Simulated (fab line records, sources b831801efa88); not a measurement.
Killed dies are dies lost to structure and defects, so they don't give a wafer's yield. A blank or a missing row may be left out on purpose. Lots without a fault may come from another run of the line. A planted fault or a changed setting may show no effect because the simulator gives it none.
fab line records | flow sky130
record lots=11 wafers=33 last_day=52
route steps=708 shown SONOS_ONO@169 GATE_OXIDE@189 LDD_N@247
lots that met no fault: from a run of the same line without faults
start_h: hours from the record's first day to the start of the lot's first wafer shown | wait_h: hours since the lot's step before | " the same as in the row above | L1.1+2: a row that stands for several wafers | - no value, or no start given | * or withheld: withheld | < > ~ a bound
route shown NAME@n: a module of which the file shows steps, and the number in the route of the first | usual: mean/standard deviation of fault-free wafers | same: alike in all rows | chamber/n: place in a boat | sites: the reading at each site | _std_site: their standard deviation | _edge_site: outer sites' mean less inner sites' | radius_mm: how far each site lies from the wafer's centre | mask NAME#n: copy n | behind: the tool/chamber that last shaped the wafer | hold: why the lot was held/for how many hours/how that ended | device: the transistor (n, p or np) that didn't switch | end of line: the same wafers' tests at the end of the route | a step without rows: its recipe alone | killed: dies lost to structure and defects at the first sort, not the wafer's yield | map: a wafer's dies, x killed, . not, _ none there
set.NAME: the setting as run; set.NAME@STEP: as run at that earlier step | model.NAME: the simulator's own value behind a step, which no gauge read
steps of the route over a sample of lots; a table a step, a row a wafer
services: from which hour (start_h, from the record's first day; less than 0 if before it) a tool's chamber was out of use, for how many hours, and why
## steps
# step SKY_SONOS_ONO_THK_MEAS_01
# recipe reads=SiO2_of_SONOS_ONO_OXIDATION_00
# usual SONOS_ONO_OXIDATION_THK=2.64/0.051
# columns lot.wafer tool chamber start_h wait_h SONOS_ONO_OXIDATION_THK[nm]
L142.2 film_metro-02 - 295.62 0.0 2.68
L142.3 " - " " 2.62
L142.6 " - " " 2.67
L144.1 film_metro-04 - 299.86 0.0 2.71
L144.2 " - " " 2.72
L144.3 " - " " 2.73
L145.1 film_metro-01 - 299.86 0.0 2.62
L145.2 " - " " 2.62
L145.4 " - " " 2.61
L146.2 film_metro-02 - 299.93 0.1 2.62
L146.4 " - " " 2.63
L146.6 " - " " 2.65
L147.1 film_metro-04 - 303.32 0.0 2.65
L147.4 " - " " 2.58
L147.5 " - " " 2.64
L149.1 film_metro-01 - 303.37 0.1 2.73
L149.3 " - " " 2.65
L149.5 " - " " 2.68
L150.2 film_metro-01 - 305.53 0.0 2.63
L150.3 " - " " 2.62
L150.6 " - " " 2.57
L157.1 film_metro-01 - 468.26 0.0 2.61
L157.2 " - " " 2.61
L157.4 " - " " 2.61
L156.3 film_metro-04 - 468.28 0.0 2.63
L156.4 " - " " 2.64
L156.5 " - " " 2.53
L159.1 film_metro-04 - 469.61 0.0 2.67
L159.3 " - " " 2.64
L159.5 " - " " 2.63
L161.1 film_metro-01 - 475.95 0.0 2.68
L161.2 " - " " 2.65
L161.4 " - " " 2.67
# step SKY_SONOS_ONO_OVL_MEAS_14
# usual SONOS_ONO_OVL=-1.3/1.2
# columns lot.wafer tool chamber start_h wait_h SONOS_ONO_OVL[nm]
L142.2 overlay-02 - 328.00 0.1 -2.5
L142.3 " - " " -2.4
L142.6 " - " " -2.0
L145.1 overlay-02 - 334.44 0.1 0.1
L145.2 " - " " -3.1
L145.4 " - " " 0.3
L144.1 overlay-01 - 334.57 0.1 -0.3
L144.2 " - " " -0.8
L144.3 " - " " -0.4
L146.2 overlay-02 - 334.81 0.1 -2.0
L146.4 " - " " -1.7
L146.6 " - " " -0.8
L147.1 overlay-01 - 336.38 0.1 -0.8
L147.4 " - " " -0.6
L147.5 " - " " -1.3
L149.1 overlay-02 - 337.24 0.1 -1.0
L149.3 " - " " -1.6
L149.5 " - " " -1.1
L150.2 overlay-01 - 338.89 0.1 -0.8
L150.3 " - " " -1.2
L150.6 " - " " -2.1
L156.3 overlay-02 - 502.35 0.1 -0.4
L156.4 " - " " -1.7
L156.5 " - " " -3.2
L157.1 overlay-02 - 502.76 0.1 -1.0
L157.2 " - " " -2.3
L157.4 " - " " -0.2
L159.1 overlay-02 - 503.99 0.1 -3.2
L159.3 " - " " -2.3
L159.5 " - " " -0.8
L161.1 overlay-01 - 512.79 0.1 -2.1
L161.2 " - " " -1.5
L161.4 " - " " -1.8
# step SKY_GATE_OXIDE_THK_MEAS_02
# recipe reads=SiO2_of_GATE_OXIDE_OXIDATION_01
# usual GATE_OXIDE_OXIDATION_00_THK=10.41/0.17
# columns lot.wafer tool chamber start_h wait_h GATE_OXIDE_OXIDATION_00_THK[nm]
L142.2 film_metro-01 - 330.66 0.0 10.56
L142.3 " - " " 10.59
L142.6 " - " " 10.62
L145.1 film_metro-02 - 336.21 0.0 10.21
L145.2 " - " " 10.38
L145.4 " - " " 10.26
L144.1 film_metro-01 - 337.16 0.0 10.33
L144.2 " - " " 10.04
L144.3 " - " " 10.18
L146.2 film_metro-03 - 337.17 0.0 10.53
L146.4 " - " " 10.57
L146.6 " - " " 10.57
L147.1 film_metro-02 - 339.13 0.0 10.36
L147.4 " - " " 10.41
L147.5 " - " " 10.56
L149.1 film_metro-02 - 339.19 0.1 10.56
L149.3 " - " " 10.27
L149.5 " - " " 10.48
L150.2 film_metro-01 - 342.05 0.0 10.78
L150.3 " - " " 10.54
L150.6 " - " " 10.58
L156.3 film_metro-01 - 504.12 0.0 10.59
L156.4 " - " " 10.39
L156.5 " - " " 10.52
L157.1 film_metro-03 - 504.54 0.0 10.39
L157.2 " - " " 10.44
L157.4 " - " " 10.42
L159.1 film_metro-01 - 505.76 0.0 10.46
L159.3 " - " " 10.40
L159.5 " - " " 10.42
L161.1 film_metro-03 - 514.79 0.0 10.45
L161.2 " - " " 10.51
L161.4 " - " " 10.46
# step SKY_LDD_N_IMPLANT_10
# recipe species=As energy_kev=20 dose_cm2=7.5e+13 tilt_deg=withheld rotation_deg=203
# usual beam_on_s=9.97/0.19 dose_ions_cm2=7.499e+13/7.4e+10 faraday_current_uA=424/8
# columns lot.wafer tool chamber start_h wait_h beam_on_s dose_ions_cm2 faraday_current_uA
L142.2 implanter-04 0 458.43 0.1 9.90 7.505e+13 426
L142.3 " 0 " " 10.09 7.512e+13 420
L142.6 " 0 " " 9.84 7.498e+13 426
L144.1 implanter-02 0 464.91 0.1 9.85 7.507e+13 429
L144.2 " 0 " " 9.83 7.499e+13 429
L144.3 " 0 " " 9.91 7.511e+13 427
L145.1 implanter-04 0 465.73 0.1 9.72 7.49e+13 435
L145.2 " 0 " " 9.80 7.49e+13 430
L145.4 " 0 " " 10.05 7.5e+13 420
L146.2 implanter-02 0 468.18 0.1 10.13 7.501e+13 418
L146.4 " 0 " " 9.93 7.509e+13 427
L146.6 " 0 " " 9.86 7.506e+13 430
L147.1 implanter-04 0 468.40 0.1 10.14 7.492e+13 419
L147.4 " 0 " " 9.78 7.496e+13 432
L147.5 " 0 " " 10.01 7.505e+13 422
L149.1 implanter-04 0 469.60 0.1 9.80 7.494e+13 431
L149.3 " 0 " " 9.90 7.495e+13 426
L149.5 " 0 " " 9.84 7.507e+13 428
L150.2 implanter-04 0 473.88 0.1 9.76 7.497e+13 431
L150.3 " 0 " " 9.91 7.489e+13 426
L150.6 " 0 " " 9.93 7.51e+13 427
L156.3 implanter-02 0 632.28 0.1 46.05 4.4216e+14 541
L156.4 " 0 " " 43.05 4.4219e+14 574
L156.5 " 0 " " 45.33 4.4224e+14 551
L157.1 implanter-03 0 634.13 0.1 10.11 7.484e+13 419
L157.2 " 0 " " 10.14 7.49e+13 420
L157.4 " 0 " " 9.83 7.49e+13 428
L159.1 implanter-02 0 634.76 0.1 45.22 4.4226e+14 552
L159.3 " 0 " " 44.30 4.4213e+14 563
L159.5 " 0 " " 45.63 4.422e+14 544
L161.1 implanter-02 0 643.13 0.1 44.81 4.4219e+14 556
L161.2 " 0 " " 45.93 4.4228e+14 544
L161.4 " 0 " " 45.81 4.4226e+14 542
# step SKY_LDD_N_STRIP_16
# recipe chemistry=O2/N2 power_w=1400 pressure_mtorr=1500 platen_temp_c=withheld o2_flow_sccm=3000 n2_flow_sccm=300 overash_fraction=0.5
# usual drypump_motor_current_A=5.73/0.21 oes_product_au=0.406/0.0043 strip_time_to_endpoint_s=4.315/0.015
# columns lot.wafer tool chamber start_h wait_h drypump_motor_current_A oes_product_au rf_hours_counter_h strip_time_to_endpoint_s
L142.2 plasma_asher-02 0 459.30 0.1 5.79 0.405 76 4.312
L142.3 " 1 " " 5.75 0.396 - 4.289
L142.6 " 0 " " 5.78 0.407 - 4.329
L144.1 plasma_asher-01 1 465.81 0.1 5.76 0.406 4 4.337
L144.2 " 0 " " 5.92 0.407 4 4.321
L144.3 " 1 " " 5.77 0.406 - 4.291
L145.1 plasma_asher-02 0 466.63 0.1 5.81 0.399 77 4.320
L145.2 " 1 " " 5.78 0.412 77 4.324
L145.4 " 0 " " 5.82 0.405 - 4.315
L146.2 plasma_asher-01 0 469.06 0.1 5.94 0.403 4 4.292
L146.4 " 1 " " 5.77 0.407 - 4.338
L146.6 " 0 " " 5.93 0.401 - 4.320
L147.1 plasma_asher-02 1 469.30 0.1 5.78 0.408 77 4.317
L147.4 " 0 " " 5.76 0.416 - 4.331
L147.5 " 1 " " 5.81 0.408 - 4.323
L149.1 plasma_asher-01 0 470.50 0.1 5.90 0.400 4 4.340
L149.3 " 0 " " 5.91 0.404 - 4.310
L149.5 " 0 " " 5.91 0.405 - 4.329
L150.2 plasma_asher-02 0 474.75 0.1 5.80 0.406 78 4.329
L150.3 " 0 " " 5.79 0.408 - 4.324
L150.6 " 1 " " 5.80 0.412 - 4.312
L156.3 plasma_asher-01 1 633.16 0.1 5.75 0.401 - 5.187
L156.4 " 0 " " 5.92 0.401 - 5.202
L156.5 " 1 " " 5.78 0.401 - 5.217
L157.1 plasma_asher-01 0 635.03 0.1 5.93 0.410 21 4.291
L157.2 " 1 " " 5.75 0.407 21 4.311
L157.4 " 0 " " 5.93 0.400 - 4.314
L159.1 plasma_asher-02 1 635.66 0.1 5.78 0.405 95 5.215
L159.3 " 1 " " 5.77 0.402 - 5.207
L159.5 " 1 " " 5.80 0.406 - 5.202
L161.1 plasma_asher-02 1 644.03 0.1 5.78 0.408 96 5.194
L161.2 " 0 " " 5.78 0.406 96 5.197
L161.4 " 0 " " 5.80 0.396 - 5.192
# step SKY_LDD_N_TW_MEAS_17
# usual LDD_N_TW=2576/34
# columns lot.wafer tool chamber start_h wait_h LDD_N_TW
L142.2 film_metro-02 - 459.41 0.1 2611
L142.3 " - " " 2616
L142.6 " - " " 2617
L144.1 film_metro-04 - 465.91 0.1 2569
L144.2 " - " " 2557
L144.3 " - " " 2567
L145.1 film_metro-02 - 466.73 0.1 2609
L145.2 " - " " 2619
L145.4 " - " " 2600
L146.2 film_metro-04 - 469.17 0.1 2573
L146.4 " - " " 2553
L146.6 " - " " 2567
L147.1 film_metro-02 - 469.40 0.1 2611
L147.4 " - " " 2601
L147.5 " - " " 2616
L149.1 film_metro-02 - 470.60 0.1 2634
L149.3 " - " " 2602
L149.5 " - " " 2601
L150.2 film_metro-01 - 474.86 0.1 2527
L150.3 " - " " 2530
L150.6 " - " " 2532
L156.3 film_metro-01 - 633.25 0.1 2846
L156.4 " - " " 2833
L156.5 " - " " 2830
L157.1 film_metro-04 - 635.13 0.1 2589
L157.2 " - " " 2582
L157.4 " - " " 2571
L159.1 film_metro-04 - 635.76 0.1 2911
L159.3 " - " " 2900
L159.5 " - " " 2912
L161.1 film_metro-01 - 644.13 0.1 2845
L161.2 " - " " 2846
L161.4 " - " " 2854
## services
# columns tool chamber start_h hours kind
implanter-03 - 439.63 10.0 pm
plasma_asher-02 - 461.82 1.2 repair
implanter-02 - 469.06 11.6 pm
implanter-02 - 484.91 4.0 repair
plasma_asher-01 - 493.92 2.3 repair
implanter-02 - 494.24 3.3 pm
plasma_asher-01 - 516.65 1.2 repair
implanter-02 - 516.79 7.7 pm
implanter-03 - 520.82 1.8 repair
plasma_asher-02 - 528.37 0.6 repair
implanter-04 - 532.37 3.0 repair
implanter-03 - 532.66 3.9 pm
implanter-02 - 548.49 1.2 repair
implanter-04 - 583.80 1.6 repair
implanter-03 - 599.84 0.6 repair
implanter-04 - 604.22 5.7 pm
plasma_asher-01 - 636.26 12.8 repair
## key
first_sign step=SKY_LDD_N_IMPLANT_10 reading=dose_ions_cm2 direction=up sigmas=99+ usual=* struck=*
effect step=SKY_LDD_N_IMPLANT_10 reading=beam_on_s direction=up sigmas=99+ usual=9.97 struck=45.12
effect step=SKY_LDD_N_STRIP_16 reading=strip_time_to_endpoint_s direction=up sigmas=58 usual=* struck=*
effect step=SKY_LDD_N_TW_MEAS_17 reading=LDD_N_TW direction=up sigmas=8.6 usual=2576 struck=2864
met_at SKY_LDD_N_IMPLANT_10
struck_lots L156,L159,L161
tester_left_out L156,L159,L161
not_acting_at SKY_SONOS_ONO_THK_MEAS_01,SKY_SONOS_ONO_OVL_MEAS_14,SKY_GATE_OXIDE_THK_MEAS_02
onset_between 468.18 632.28
fault kind=process_parameter_drift tool=implanter-02 chamber=- onset_h=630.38 steps=SKY_LDD_N_IMPLANT_10 channel=dose_cm2 offset=* shape=step end_h=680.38 acts_in=* stated=*
# tester_left_out: of these lots the tester's yield and bins aren't shown, on N5 and GAA mostly nor the transistor test; their killed dies are dies lost to structure and defects alone, not to doping, threshold or leakage, so they don't give the yield
